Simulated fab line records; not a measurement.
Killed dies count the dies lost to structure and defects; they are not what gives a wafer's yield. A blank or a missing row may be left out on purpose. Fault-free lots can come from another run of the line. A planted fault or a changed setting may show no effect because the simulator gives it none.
A struck lot beside a sound one -- flow sfq_line -- 26 out of 325 route steps
Sound: wafers L222.1, L222.5, L222.6. Wafers L212.1, L212.3, L212.6 were the ones struck. The cause is given at the end.
Order at every step that has rows: each side's tool, ch and its chambers, its first start. Under that, the readings that differ: sound wafers -- struck wafers -- difference of the means -- sigmas: that difference in standard deviations of wafers without a fault.
alike: words and numbers the same on both sides, and readings whose means are apart by under 2 such deviations; not compared: readings that were withheld, readings missing a value for some wafer, numbers with overlapping values and no deviation given by the record, and bounds like >300 which may hide the same value.
Wherever a step has rows on one side only, a row that says differs or no value, or a row with sigmas, the two part there. Non-overlapping numbers with no deviation appear without sigmas and do not part them. Lack of a reading on every wafer of one side parts them only where that side has two or more wafers.

SFQ_INCOMING_BOW_MEAS_900:
  sound on film_metro-01 at day 4 23:00; struck on film_metro-04 at day 2 21:00
  alike: INCOMING_BOW
then, 1 step without rows for these wafers: SFQ_TRILAYER_INCOMING_OXIDATION_002 (target thk 500 nm, ox time 4939 s).
SFQ_TRILAYER_L0_DEP_SPUTTER_003: material MoNx KI, target thk 40 nm, time 100 s.
  sound on pvd_sputter-03 at day 5 01:29; struck on pvd_sputter-04 at day 2 23:29
  alike: base_pressure_pa, throttle_valve_pct
SFQ_L0_RS_MEAS_901: uses a four-point probe to measure.
  sound on film_metro-01 at day 5 01:34; struck on film_metro-01 at day 2 23:34
  alike: L0_MONX_KI_RS
SFQ_L0_THK_MEAS_902: measures by xrf.
  sound on film_metro-01 at day 5 01:41; struck on film_metro-01 at day 2 23:41
  alike: L0_MONX_KI_THK
then, 6 steps without rows for these wafers: SFQ_TRILAYER_L0_LITHO_COAT_010 (resist thk 62 nm); SFQ_TRILAYER_L0_LITHO_COAT_005 (resist thk 595 nm); SFQ_TRILAYER_L0_LITHO_SOFTBAKE_009; SFQ_TRILAYER_L0_LITHO_EXPOSE_006 (exposes mask L0, target cd 2000 nm); SFQ_TRILAYER_L0_LITHO_PEB_008 (peb time 60 s); SFQ_TRILAYER_L0_LITHO_DEVELOP_007 (time 60 s).
SFQ_TRILAYER_L0_BARC_OPEN_METAL_ETCH_010: etches BARC in O2, target depth 125 nm, time 41.7 s.
  sound on rie_metal-02 ch 0,1, day 7 07:12; struck on rie_metal-02 ch 0, day 3 15:24
  no value came back on the struck wafers for bias_w (W), chamber_pressure_mTorr (mTorr), drypump_motor_current_A (A), oes_product_au (a.u.); on the sound wafers bias_w (W) reads 80.33 80.10 80.11
reading,sound,struck,difference,sigmas
model.KrF_of_TRILAYER_L0_LITHO_COAT_005.thk_nm (nm),516.9 512.9 515.8,571.7 571.4 572.1,+56.5,
  not compared: rf_hours_counter_h
SFQ_TRILAYER_L0_ETCH_METAL_ETCH_008: etches MoNx KI in SF6/O2, stops on SiO2, target depth 50 nm, time 25 s.
  sound on rie_metal-02 ch 0,1, day 7 07:16; struck on rie_metal-02 ch 0, day 3 15:28
reading,sound,struck,difference,sigmas
oes_product_au (a.u.),0.870 0.884 0.876,0.381 0.373 0.381,-0.498,-64
model.KrF_of_TRILAYER_L0_LITHO_COAT_005.thk_nm (nm),475.8 471 475.1,529.8 530 530.3,+56.1,
  alike: bias_w, chamber_pressure_mTorr, drypump_motor_current_A
  not compared: rf_hours_counter_h
SFQ_TRILAYER_L0_STRIP_STRIP_009: strips in O2.
  sound on rie_metal-02 ch 0,1, day 7 07:19; struck on rie_metal-02 ch 0, day 3 15:31
  alike: drypump_motor_current_A, oes_product_au
  not compared: rf_hours_counter_h
then, 1 step without rows for these wafers: SFQ_TRILAYER_L0_STRIP_SOLV_CLEAN_010 (cleans in NMP, time 600 s).
SFQ_TRILAYER_L0_CAP_PECVD_011: deposits SiO2 from SiH4/N2O, time 13.333 s, target thk 60 nm.
  sound on pecvd-04 ch 0,2, day 7 08:05; struck on pecvd-01 ch 0,2, day 3 16:17
  alike: heater_power_outer_w, heater_power_w, throttle_valve_pct
  not compared: since_wet_clean_h
then, 3 steps without rows for these wafers: SFQ_TRILAYER_L0_VIA_LITHO_COAT_018 (resist thk 62 nm); SFQ_TRILAYER_L0_VIA_LITHO_COAT_013 (resist thk 639.5 nm); SFQ_TRILAYER_L0_VIA_LITHO_SOFTBAKE_017.
-- the record jumps here: 2 days lie between the struck wafers' starts before and after --
SFQ_TRILAYER_L0_VIA_LITHO_EXPOSE_014: exposes mask L0V, target cd 700 nm.
  sound on krf_scanner-01 ch 0, day 11 14:05; struck on krf_scanner-01, day 6 02:12
  no value came back on the struck wafers for exposure_dose_mJ_cm2, focus_offset_nm (nm); on the sound wafers exposure_dose_mJ_cm2 reads 21.326 21.298 21.344
  alike: mask
then, 2 steps without rows for these wafers: SFQ_TRILAYER_L0_VIA_LITHO_PEB_016 (peb time 60 s); SFQ_TRILAYER_L0_VIA_LITHO_DEVELOP_015 (time 60 s).
SFQ_L0V_OVL_MEAS_903:
  sound on overlay-01 at day 11 15:35; struck on overlay-02 at day 6 03:42
reading,sound,struck,difference,sigmas
L0V_OVL (nm),1 6 -3,- - -,no value on the struck wafers,
SFQ_TRILAYER_L0_VIA_BARC_OPEN_VIA_ETCH_021: etches BARC in O2, target depth 125 nm, time 41.7 s.
  sound on rie_diel-03 ch 1,2, day 11 15:37; struck on rie_diel-03 ch 1,3, day 6 03:44
  alike: bias_w, chamber_pressure_mTorr, drypump_motor_current_A, oes_product_au
  not compared: rf_hours_counter_h
SFQ_TRILAYER_L0_VIA_ETCH_VIA_ETCH_016: etches SiO2 in CHF3, stops on MoNx KI, target depth 80 nm.
  sound on rie_diel-03 ch 1,2, day 11 15:40; struck on rie_diel-03 ch 1,3, day 6 03:47
reading,sound,struck,difference,sigmas
oes_product_au (a.u.),0.836 0.846 0.849,0.377 0.374 0.381,-0.466,-61
  alike: bias_w, chamber_pressure_mTorr, drypump_motor_current_A
SFQ_TRILAYER_L0_VIA_STRIP_STRIP_017: strips in O2.
  sound on rie_metal-03 ch 0, day 11 15:42; struck on rie_metal-01 ch 0,1, day 6 03:50
reading,sound,struck,difference,sigmas
drypump_motor_current_A (A),4.9 5.0 4.9,5.8 5.8 6.0,+0.9,+2
  alike: oes_product_au
  not compared: rf_hours_counter_h

== WHERE THEY PART ==
At SFQ_TRILAYER_L0_BARC_OPEN_METAL_ETCH_010 first; at SFQ_TRILAYER_L0_VIA_STRIP_STRIP_017 last (within this record only).

WHY: the cause the simulator had injected
Step skipped in full: rie_metal-02, at SFQ_TRILAYER_L0_BARC_OPEN_METAL_ETCH_010, from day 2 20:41 onward. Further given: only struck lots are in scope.
